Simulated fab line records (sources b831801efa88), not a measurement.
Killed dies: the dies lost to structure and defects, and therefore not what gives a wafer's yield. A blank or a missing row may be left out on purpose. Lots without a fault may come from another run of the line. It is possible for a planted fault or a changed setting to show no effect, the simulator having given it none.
fab line records | flow sky130
[record] lots = 13 | wafers = 39 | last-day = 50
route steps=708 shown LDD_N@251 LDD_P@263 LDD_HVP@285 PAD_OPEN@708
lots with no fault: from the same line, run without faults
start-h: hours from the record's opening day to when the first of the lot's shown wafers began | wait-h: how many hours have passed since the lot's step before this one | " the same as in the row above | L1.1+2: several wafers, shown together as one row | - no value, or no start was given | * or withheld: withheld | < > ~ a bound
route shown NAME@n: NAME is a module with steps in the file, n the number in the route of the first one | usual: mean/standard deviation taken from wafers without a fault | same: alike in all rows | chamber/n: place in a boat | sites: per-site readings | _std_site: the values' standard deviation | _edge_site: outer sites' mean less inner sites' | radius-mm: how far each site lies from the wafer's centre | mask NAME#n: copy n | behind: tool/chamber where the wafer was last shaped | hold: reason for holding the lot/hours on hold/outcome of the hold | device: the n, p or np transistor that did not switch | end of line: the tests these same wafers got at the end of their route | a step with no rows: only its recipe | killed: dies lost to structure and defects at the first sort, not the wafer's yield | map: a wafer's dies, marking killed ones x, the rest . and places with no die _
set.NAME: the setting that was run; set.NAME@STEP: the one run at that earlier step | model.NAME: the simulator's own value behind a step, which no gauge read
route steps across a sampled set of lots; one table per step, one row per wafer
services: when a tool's chamber went out of use (start-h, in hours from the record's first day, below 0 if earlier), for how many hours, and the reason
[[steps]]
[step SKY_LDD_N_IMPLANT_14]
[recipe] species = BF2 | energy-kev = 50 | dose-cm2 = 5e+12 | tilt-deg = 30 | rotation-deg = 180
[usual] dose-ions-cm2 = 5e+12/5.4e+09 | end-station-pressure-torr = 5.02e-06/2.5e-07 | faraday-current-uA = 28.3/0.58 | rotation-deg = 180.00/0.058
lot.wafer | tool         | chamber | start-h | wait-h | dose-ions-cm2 | end-station-pressure-torr | faraday-current-uA | rotation-deg
L585.1    | implanter-03 | 0       | 422.27  | 0.1    | 5.004e+12     | 4.98e-06                  | 28.5               | 180.01
L585.3    | "            | 0       | "       | "      | 4.999e+12     | 5.26e-06                  | 27.9               | 179.99
L585.5    | "            | 0       | "       | "      | 5.002e+12     | 5.77e-06                  | 28.2               | 180.03
L586.2    | implanter-04 | 0       | 451.38  | 0.1    | 4.991e+12     | 4.99e-06                  | 28.9               | 180.14
L586.4    | "            | 0       | "       | "      | 5.001e+12     | 5.21e-06                  | 29.1               | 180.09
L586.5    | "            | 0       | "       | "      | 5.002e+12     | 5.26e-06                  | 27.9               | 179.98
L587.1    | implanter-03 | 0       | 451.86  | 0.1    | 5e+12         | 4.97e-06                  | 29.4               | 179.98
L587.4    | "            | 0       | "       | "      | 4.991e+12     | 4.6e-06                   | 27.1               | 180.01
L587.6    | "            | 0       | "       | "      | 4.999e+12     | 5.33e-06                  | 28.1               | 179.96
L592.2    | implanter-02 | 0       | 475.54  | 0.1    | 4.999e+12     | 4.91e-06                  | 28.7               | 180.00
L592.3    | "            | 0       | "       | "      | 5.001e+12     | 5.07e-06                  | 27.4               | 180.01
L592.4    | "            | 0       | "       | "      | 4.998e+12     | 4.97e-06                  | 29.1               | 180.00
L590.3    | implanter-02 | 0       | 477.26  | 0.1    | 4.998e+12     | 5.05e-06                  | 28.3               | 180.10
L590.5    | "            | 0       | "       | "      | 4.995e+12     | 5.4e-06                   | 28.7               | 180.11
L590.6    | "            | 0       | "       | "      | 5.002e+12     | 4.98e-06                  | 27.7               | 179.94
L591.1    | implanter-04 | 0       | 478.16  | 0.1    | 4.996e+12     | 5.11e-06                  | 28.9               | 179.95
L591.3    | "            | 0       | "       | "      | 4.989e+12     | 5.28e-06                  | 28.0               | 180.02
L591.4    | "            | 0       | "       | "      | 4.991e+12     | 4.98e-06                  | 28.0               | 179.97
L593.3    | implanter-04 | 0       | 485.40  | 0.1    | 4.998e+12     | 4.83e-06                  | 28.8               | 180.10
L593.4    | "            | 0       | "       | "      | 4.992e+12     | 5.14e-06                  | 28.7               | 179.92
L593.6    | "            | 0       | "       | "      | 4.985e+12     | 5.21e-06                  | 28.8               | 180.04
L597.1    | implanter-04 | 0       | 519.25  | 0.1    | 9.716e+12     | 4.9e-06                   | 55.0               | 180.04
L597.2    | "            | 0       | "       | "      | 9.705e+12     | 4.9e-06                   | 54.3               | 179.97
L597.4    | "            | 0       | "       | "      | 9.718e+12     | 4.88e-06                  | 56.2               | 179.87
L599.1    | implanter-04 | 0       | 537.41  | 0.1    | 9.712e+12     | 5.24e-06                  | 55.0               | 180.11
L599.2    | "            | 0       | "       | "      | 9.711e+12     | 4.27e-06                  | 55.7               | 179.94
L599.4    | "            | 0       | "       | "      | 9.716e+12     | 5.14e-06                  | 55.5               | 179.98
L600.1    | implanter-02 | 0       | 545.92  | 0.1    | 5e+12         | 5.19e-06                  | 29.2               | 179.95
L600.3    | "            | 0       | "       | "      | 5.004e+12     | 4.76e-06                  | 28.2               | 180.00
L600.6    | "            | 0       | "       | "      | 4.996e+12     | 4.91e-06                  | 29.1               | 179.94
L602.2    | implanter-03 | 0       | 560.04  | 0.1    | 4.99e+12      | 5.02e-06                  | 29.0               | 180.01
L602.3    | "            | 0       | "       | "      | 5.002e+12     | 5.07e-06                  | 27.6               | 179.99
L602.6    | "            | 0       | "       | "      | 5.005e+12     | 4.98e-06                  | 27.8               | 180.00
L603.2    | implanter-03 | 0       | 568.74  | 0.1    | 4.999e+12     | 4.95e-06                  | 27.9               | 180.01
L603.4    | "            | 0       | "       | "      | 4.997e+12     | 5.14e-06                  | 27.9               | 179.99
L603.6    | "            | 0       | "       | "      | 4.994e+12     | 5.11e-06                  | 28.3               | 179.99
L607.2    | implanter-02 | 0       | 601.98  | 0.1    | 4.998e+12     | 4.95e-06                  | 29.0               | 179.99
L607.5    | "            | 0       | "       | "      | 5e+12         | 4.86e-06                  | 28.7               | 180.04
L607.6    | "            | 0       | "       | "      | 5.003e+12     | 4.56e-06                  | 28.5               | 180.03
[step SKY_LDD_P_OVL_MEAS_08]
[usual] LDD_P_OVL = 0.2/1.6
lot.wafer | tool       | chamber | start-h | wait-h | LDD_P_OVL[nm]
L585.1    | overlay-02 | -       | 453.40  | 0.1    | -0.1
L585.3    | "          | -       | "       | "      | 0.1
L585.5    | "          | -       | "       | "      | -0.5
L586.2    | overlay-02 | -       | 482.10  | 0.1    | 0.9
L586.4    | "          | -       | "       | "      | 2.2
L586.5    | "          | -       | "       | "      | 1.7
L587.1    | overlay-01 | -       | 483.15  | 0.1    | 1.3
L587.4    | "          | -       | "       | "      | 3.6
L587.6    | "          | -       | "       | "      | 2.9
L592.2    | overlay-02 | -       | 506.04  | 0.1    | 1.7
L592.3    | "          | -       | "       | "      | 2.4
L592.4    | "          | -       | "       | "      | 0.8
L590.3    | overlay-01 | -       | 507.80  | 0.1    | 0.9
L590.5    | "          | -       | "       | "      | -0.5
L590.6    | "          | -       | "       | "      | -1.2
L591.1    | overlay-02 | -       | 509.30  | 0.1    | 2.7
L591.3    | "          | -       | "       | "      | 1.9
L591.4    | "          | -       | "       | "      | 1.2
L593.3    | overlay-02 | -       | 516.01  | 0.1    | 1.8
L593.4    | "          | -       | "       | "      | 0.8
L593.6    | "          | -       | "       | "      | 0.3
L597.1    | overlay-01 | -       | 549.80  | 0.1    | 0.8
L597.2    | "          | -       | "       | "      | -1.0
L597.4    | "          | -       | "       | "      | -2.3
L599.1    | overlay-01 | -       | 567.49  | 0.1    | -0.4
L599.2    | "          | -       | "       | "      | -1.9
L599.4    | "          | -       | "       | "      | 0.0
L600.1    | overlay-01 | -       | 575.80  | 0.1    | 0.2
L600.3    | "          | -       | "       | "      | -0.4
L600.6    | "          | -       | "       | "      | 0.8
L602.2    | overlay-01 | -       | 588.49  | 0.1    | 1.5
L602.3    | "          | -       | "       | "      | 2.0
L602.6    | "          | -       | "       | "      | 0.8
L603.2    | overlay-02 | -       | 598.29  | 0.1    | 2.0
L603.4    | "          | -       | "       | "      | 0.7
L603.6    | "          | -       | "       | "      | 2.0
L607.2    | overlay-01 | -       | 632.00  | 0.1    | 3.5
L607.5    | "          | -       | "       | "      | -1.6
L607.6    | "          | -       | "       | "      | 0.6
[step SKY_LDD_P_STRIP_10]
[recipe] chemistry = O2/N2 | power-w = 1400 | pressure-mtorr = 1500 | platen-temp-c = withheld | o2-flow-sccm = 3000 | n2-flow-sccm = 300 | overash-fraction = 0.5
[usual] drypump-motor-current-A = 5.76/0.18 | oes-product-au = 0.715/0.0043 | strip-time-to-endpoint-s = 14.20/0.044
lot.wafer | tool            | chamber | start-h | wait-h | drypump-motor-current-A | oes-product-au | rf-hours-counter-h | strip-time-to-endpoint-s
L585.1    | plasma-asher-02 | 1       | 453.62  | 0.2    | 5.85                    | 0.713          | 30                 | 14.14
L585.3    | "               | 0       | "       | "      | 5.57                    | 0.710          | -                  | 14.15
L585.5    | "               | 1       | "       | "      | 5.82                    | 0.714          | -                  | 14.17
L586.2    | plasma-asher-03 | 0       | 482.28  | 0.1    | 5.63                    | 0.711          | 2                  | 14.15
L586.4    | "               | 0       | "       | "      | 5.62                    | 0.711          | -                  | 14.17
L586.5    | "               | 1       | "       | "      | 5.75                    | 0.716          | -                  | 14.14
L587.1    | plasma-asher-02 | 1       | 483.34  | 0.1    | 5.79                    | 0.718          | 33                 | 14.20
L587.4    | "               | 0       | "       | "      | 5.49                    | 0.717          | -                  | 14.20
L587.6    | "               | 0       | "       | "      | 5.56                    | 0.715          | -                  | 14.12
L592.2    | plasma-asher-04 | 1       | 506.22  | 0.1    | 6.15                    | 0.715          | 79                 | 14.30
L592.3    | "               | 0       | "       | "      | 5.84                    | 0.711          | -                  | 14.30
L592.4    | "               | 1       | "       | "      | 6.16                    | 0.709          | -                  | 14.27
L590.3    | plasma-asher-04 | 0       | 508.01  | 0.1    | 5.82                    | 0.713          | -                  | 14.20
L590.5    | "               | 1       | "       | "      | 6.14                    | 0.714          | -                  | 14.17
L590.6    | "               | 0       | "       | "      | 5.81                    | 0.725          | -                  | 14.20
L591.1    | plasma-asher-03 | 1       | 509.48  | 0.1    | 5.75                    | 0.707          | 5                  | 14.27
L591.3    | "               | 0       | "       | "      | 5.61                    | 0.716          | -                  | 14.28
L591.4    | "               | 1       | "       | "      | 5.74                    | 0.716          | -                  | 14.30
L593.3    | plasma-asher-03 | 1       | 516.22  | 0.1    | 5.76                    | 0.717          | -                  | 14.23
L593.4    | "               | 0       | "       | "      | 5.62                    | 0.714          | -                  | 14.19
L593.6    | "               | 0       | "       | "      | 5.60                    | 0.709          | -                  | 14.22
L597.1    | plasma-asher-03 | 0       | 549.98  | 0.1    | 5.62                    | 0.722          | 10                 | 14.13
L597.2    | "               | 1       | "       | "      | 5.75                    | 0.715          | 10                 | 14.16
L597.4    | "               | 0       | "       | "      | 5.60                    | 0.721          | -                  | 14.16
L599.1    | plasma-asher-04 | 1       | 567.67  | 0.1    | 6.15                    | 0.711          | 82                 | 14.22
L599.2    | "               | 0       | "       | "      | 5.82                    | 0.716          | 82                 | 14.18
L599.4    | "               | 0       | "       | "      | 5.82                    | 0.718          | -                  | 14.22
L600.1    | plasma-asher-02 | 1       | 575.98  | 0.1    | 5.87                    | 0.727          | 42                 | 14.19
L600.3    | "               | 0       | "       | "      | 5.57                    | 0.721          | -                  | 14.22
L600.6    | "               | 1       | "       | "      | 5.84                    | 0.724          | -                  | 14.20
L602.2    | plasma-asher-02 | 1       | 588.67  | 0.1    | 5.82                    | 0.714          | 43                 | 14.24
L602.3    | "               | 0       | "       | "      | 5.53                    | 0.714          | -                  | 14.29
L602.6    | "               | 1       | "       | "      | 5.84                    | 0.717          | -                  | 14.29
L603.2    | plasma-asher-03 | 1       | 598.47  | 0.1    | 5.76                    | 0.720          | 15                 | 14.16
L603.4    | "               | 1       | "       | "      | 5.75                    | 0.718          | -                  | 14.18
L603.6    | "               | 1       | "       | "      | 5.74                    | 0.720          | -                  | 14.14
L607.2    | plasma-asher-03 | 0       | 632.18  | 0.1    | 5.61                    | 0.719          | 18                 | 14.23
L607.5    | "               | 1       | "       | "      | 5.75                    | 0.707          | -                  | 14.21
L607.6    | "               | 0       | "       | "      | 5.59                    | 0.716          | -                  | 14.22
[step SKY_LDD_HVP_OVL_MEAS_07]
[usual] LDD_HVP_OVL = 1.7/1.5
lot.wafer | tool       | chamber | start-h | wait-h | LDD_HVP_OVL[nm]
L585.1    | overlay-02 | -       | 514.32  | 0.1    | 0.7
L585.3    | "          | -       | "       | "      | 2.7
L585.5    | "          | -       | "       | "      | 1.3
L586.2    | overlay-01 | -       | 542.32  | 0.1    | 4.3
L586.4    | "          | -       | "       | "      | 2.9
L586.5    | "          | -       | "       | "      | 3.6
L587.1    | overlay-01 | -       | 543.43  | 0.1    | 2.2
L587.4    | "          | -       | "       | "      | 1.6
L587.6    | "          | -       | "       | "      | 2.6
L592.2    | overlay-02 | -       | 566.57  | 0.1    | 3.7
L592.3    | "          | -       | "       | "      | 3.9
L592.4    | "          | -       | "       | "      | 3.0
L590.3    | overlay-01 | -       | 568.59  | 0.1    | 2.1
L590.5    | "          | -       | "       | "      | 3.1
L590.6    | "          | -       | "       | "      | 2.5
L591.1    | overlay-02 | -       | 569.92  | 0.1    | 0.0
L591.3    | "          | -       | "       | "      | 0.1
L591.4    | "          | -       | "       | "      | 0.8
L593.3    | overlay-02 | -       | 575.18  | 0.1    | 0.9
L593.4    | "          | -       | "       | "      | 3.0
L593.6    | "          | -       | "       | "      | 0.6
L597.1    | overlay-02 | -       | 608.63  | 0.1    | 3.7
L597.2    | "          | -       | "       | "      | 1.8
L597.4    | "          | -       | "       | "      | 2.9
L599.1    | overlay-01 | -       | 625.57  | 0.1    | -0.8
L599.2    | "          | -       | "       | "      | 0.9
L599.4    | "          | -       | "       | "      | 0.6
L600.1    | overlay-01 | -       | 634.07  | 0.1    | 1.0
L600.3    | "          | -       | "       | "      | 1.1
L600.6    | "          | -       | "       | "      | 1.0
L602.2    | overlay-02 | -       | 646.42  | 0.1    | 1.1
L602.3    | "          | -       | "       | "      | 0.1
L602.6    | "          | -       | "       | "      | -0.9
L603.2    | overlay-02 | -       | 655.32  | 0.1    | 0.2
L603.4    | "          | -       | "       | "      | 0.6
L603.6    | "          | -       | "       | "      | 1.2
L607.2    | overlay-01 | -       | 686.82  | 0.1    | 3.0
L607.5    | "          | -       | "       | "      | 1.4
L607.6    | "          | -       | "       | "      | 0.5
[step SKY_PAD_OPEN_PROBE_99]
[usual] killed_at_M0_to_M3 = 44/7.3 | killed_at_M4_up = 3.4/1.7 | killed-at-contacts = 24/5.3 | killed-at-front-end = 15/4.1 | killed-at-other = 0.4/0.68 | killed-dies = 87/9.5 | killed-open = 48/7.1 | killed-short = 39/5.8
[same] gross-dies = 492 | killed-at-back-side = 0
lot.wafer | tool      | chamber | start-h | wait-h | killed_at_M0_to_M3 | killed_at_M4_up | killed-at-contacts | killed-at-front-end | killed-at-other | killed-dies | killed-open | killed-short
L587.1    | prober-01 | -       | 1107.30 | 0.1    | 42                 | 4               | 30                 | 19                  | 2               | 97          | 47          | 49
L587.4    | prober-01 | -       | 1107.45 | 0.2    | 51                 | 3               | 23                 | 17                  | 1               | 95          | 52          | 43
L587.6    | prober-01 | -       | 1107.55 | 0.2    | 45                 | 4               | 20                 | 13                  | 1               | 83          | 43          | 39
L590.3    | prober-01 | -       | 1123.94 | 0.2    | 33                 | 2               | 23                 | 15                  | 4               | 77          | 40          | 32
L590.5    | prober-01 | -       | 1124.04 | 0.2    | 51                 | 4               | 16                 | 13                  | 1               | 85          | 45          | 38
L590.6    | prober-01 | -       | 1124.09 | 0.2    | 43                 | 3               | 18                 | 20                  | 0               | 84          | 44          | 40
L591.1    | prober-02 | -       | 1125.34 | 0.1    | 45                 | 0               | 20                 | 18                  | 1               | 84          | 50          | 34
L591.3    | prober-02 | -       | 1125.44 | 0.2    | 51                 | 5               | 20                 | 18                  | 0               | 94          | 53          | 41
L591.4    | prober-02 | -       | 1125.49 | 0.2    | 45                 | 4               | 22                 | 8                   | 0               | 79          | 51          | 28
L597.1    | prober-01 | -       | 1147.59 | 0.1    | 41                 | 2               | 32                 | 13                  | 0               | 88          | 48          | 40
L597.2    | prober-01 | -       | 1147.64 | 0.1    | 35                 | 6               | 30                 | 12                  | 0               | 83          | 37          | 46
L597.4    | prober-01 | -       | 1147.74 | 0.2    | 48                 | 3               | 22                 | 19                  | 0               | 92          | 44          | 47
L602.2    | prober-01 | -       | 1176.69 | 0.1    | 47                 | 4               | 26                 | 20                  | 0               | 97          | 49          | 47
L602.3    | prober-01 | -       | 1176.74 | 0.2    | 53                 | 7               | 22                 | 11                  | 0               | 93          | 52          | 41
L602.6    | prober-01 | -       | 1176.89 | 0.2    | 40                 | 2               | 31                 | 13                  | 0               | 86          | 43          | 43
// killed by level:class
L587.1 CONTACT:geometric-particle:open=9 VIA1:geometric-particle:open=9 LI_CONTACT:geometric-particle:open=7 VIA2:geometric-particle:open=7 FIELD_ISO:geometric-particle:short=6 POLY_GATE:geometric-particle:open=6 METAL1:geometric-particle:short=6 LOCAL_INTERCONNECT:geometric-particle:short=6
L587.4 VIA1:geometric-particle:open=10 VIA2:geometric-particle:open=10 CONTACT:geometric-particle:open=9 FIELD_ISO:geometric-particle:short=6 VIA2:geometric-particle:short=6 METAL1:geometric-particle:short=6 VIA3:geometric-particle:open=6 FIELD_ISO:geometric-particle:open=4
L587.6 VIA1:geometric-particle:open=9 CONTACT:geometric-particle:open=8 METAL1:geometric-particle:short=7 METAL2:geometric-particle:short=6 LI_CONTACT:geometric-particle:open=5 LOCAL_INTERCONNECT:geometric-particle:short=5 METAL1:geometric-particle:open=5 VIA3:geometric-particle:open=5
L590.3 CONTACT:geometric-particle:open=12 VIA1:geometric-particle:open=9 VIA2:geometric-particle:open=7 FIELD_ISO:geometric-particle:short=4 LI_CONTACT:geometric-particle:open=4 METAL1:geometric-particle:short=4 PASSIVATION:coat-microbubble-printed=4 CONTACT:geometric-particle:short=3
L590.5 VIA1:geometric-particle:open=11 VIA1:geometric-particle:short=8 METAL1:geometric-particle:short=8 METAL2:geometric-particle:short=7 VIA2:geometric-particle:open=7 LI_CONTACT:geometric-particle:open=6 CONTACT:geometric-particle:open=6 VIA3:geometric-particle:open=6
L590.6 VIA1:geometric-particle:open=10 VIA1:geometric-particle:short=7 POLY_GATE:geometric-particle:short=6 LI_CONTACT:geometric-particle:open=6 CONTACT:geometric-particle:short=5 METAL1:geometric-particle:short=5 VIA3:geometric-particle:open=5 FIELD_ISO:geometric-particle:short=3
L591.1 LI_CONTACT:geometric-particle:open=10 VIA3:geometric-particle:open=10 VIA2:geometric-particle:open=8 VIA1:geometric-particle:open=6 METAL3:geometric-particle:short=5 FIELD_ISO:geometric-particle:open=4 POLY_GATE:geometric-particle:open=4 CONTACT:geometric-particle:open=4
L591.3 VIA1:geometric-particle:open=11 LI_CONTACT:geometric-particle:open=7 CONTACT:geometric-particle:open=6 METAL1:geometric-particle:short=6 VIA3:geometric-particle:short=6 VIA3:geometric-particle:open=6 POLY_GATE:geometric-particle:open=5 POLY_GATE:geometric-particle:short=5
L591.4 VIA1:geometric-particle:open=13 CONTACT:geometric-particle:open=10 VIA3:geometric-particle:open=7 LI_CONTACT:geometric-particle:open=6 VIA2:geometric-particle:open=4 VIA3:geometric-particle:short=4 METAL1:geometric-particle:open=3 VIA1:geometric-particle:short=3
L597.1 LI_CONTACT:geometric-particle:open=11 VIA3:geometric-particle:open=8 LI_CONTACT:geometric-particle:short=7 CONTACT:geometric-particle:open=7 METAL1:geometric-particle:short=7 VIA1:geometric-particle:open=5 VIA3:geometric-particle:short=5 FIELD_ISO:geometric-particle:short=4
L597.2 LI_CONTACT:geometric-particle:open=9 METAL1:geometric-particle:short=7 LI_CONTACT:geometric-particle:short=6 CONTACT:geometric-particle:open=6 VIA1:geometric-particle:open=6 METAL4:geometric-particle:short=6 VIA1:geometric-particle:short=5 FIELD_ISO:geometric-particle:short=4
L597.4 VIA2:geometric-particle:open=13 METAL1:geometric-particle:short=9 VIA1:geometric-particle:open=9 FIELD_ISO:geometric-particle:short=7 CONTACT:geometric-particle:short=7 CONTACT:geometric-particle:open=6 LI_CONTACT:geometric-particle:open=5 VIA3:geometric-particle:open=5
L602.2 VIA1:geometric-particle:open=11 CONTACT:geometric-particle:open=9 VIA2:geometric-particle:open=7 VIA1:geometric-particle:short=7 POLY_GATE:geometric-particle:open=6 METAL1:geometric-particle:short=6 LI_CONTACT:geometric-particle:short=5 METAL2:geometric-particle:short=5
L602.3 VIA1:geometric-particle:open=10 VIA3:geometric-particle:open=9 VIA2:geometric-particle:open=9 CONTACT:geometric-particle:open=8 METAL1:geometric-particle:short=8 VIA2:geometric-particle:short=5 CONTACT:geometric-particle:short=4 METAL3:geometric-particle:short=4
L602.6 CONTACT:geometric-particle:open=12 VIA2:geometric-particle:open=10 VIA1:geometric-particle:open=8 CONTACT:geometric-particle:short=7 LOCAL_INTERCONNECT:geometric-particle:short=5 METAL2:geometric-particle:short=5 FIELD_ISO:geometric-particle:short=4 VIA1:geometric-particle:short=4
[[services]]
tool            | chamber | start-h | hours | kind
implanter-02    | -       | 406.96  | 2.7   | repair
plasma-asher-03 | -       | 421.25  | 9.0   | pm
plasma-asher-03 | 0       | 421.25  | 9.0   | vent-cycle
plasma-asher-03 | 1       | 421.25  | 9.0   | vent-cycle
implanter-03    | -       | 423.49  | 2.9   | pm
plasma-asher-03 | 0       | 430.25  | -     | clean
plasma-asher-03 | 1       | 430.25  | -     | clean
plasma-asher-03 | -       | 437.93  | 28.1  | pm
plasma-asher-04 | -       | 443.83  | 16.5  | repair
plasma-asher-04 | -       | 448.47  | 1.4   | repair
plasma-asher-04 | -       | 452.09  | 12.5  | repair
plasma-asher-02 | -       | 456.51  | 1.2   | repair
implanter-03    | -       | 466.74  | 3.8   | repair
plasma-asher-02 | -       | 469.28  | 0.7   | repair
implanter-03    | -       | 486.90  | 4.7   | repair
plasma-asher-02 | -       | 512.50  | 2.8   | pm
plasma-asher-04 | -       | 523.82  | 28.1  | pm
implanter-02    | -       | 526.93  | 1.8   | repair
implanter-02    | -       | 528.41  | 5.1   | repair
plasma-asher-03 | -       | 596.98  | 0.6   | repair
plasma-asher-04 | -       | 597.59  | 2.8   | pm
implanter-03    | -       | 619.44  | 4.8   | pm
[[key]]
[first-sign] step = SKY_LDD_N_IMPLANT_14 | reading = dose-ions-cm2 | direction = up | sigmas = 99+ | usual = * | struck = *
[effect] step = SKY_LDD_N_IMPLANT_14 | reading = faraday-current-uA | direction = up | sigmas = 46 | usual = 28.3 | struck = 55.3
met-at SKY_LDD_N_IMPLANT_14
struck-lots L597,L599
tester-left-out L597,L599
not-acting-at SKY_LDD_P_OVL_MEAS_08,SKY_LDD_P_STRIP_10,SKY_LDD_HVP_OVL_MEAS_07
onset-between 485.40 519.25
[fault] kind = process-parameter-drift | tool = implanter-04 | chamber = - | onset-h = 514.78 | steps = SKY_LDD_N_IMPLANT_14 | channel = dose-cm2 | offset = * | shape = step | end-h = 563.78 | acts-in = * | stated = *
// tester-left-out: of these lots the tester's yield and bins aren't shown, on N5 and GAA mostly nor the transistor test; their killed dies are dies lost to structure and defects alone, not to doping, threshold or leakage, so they don't give the yield
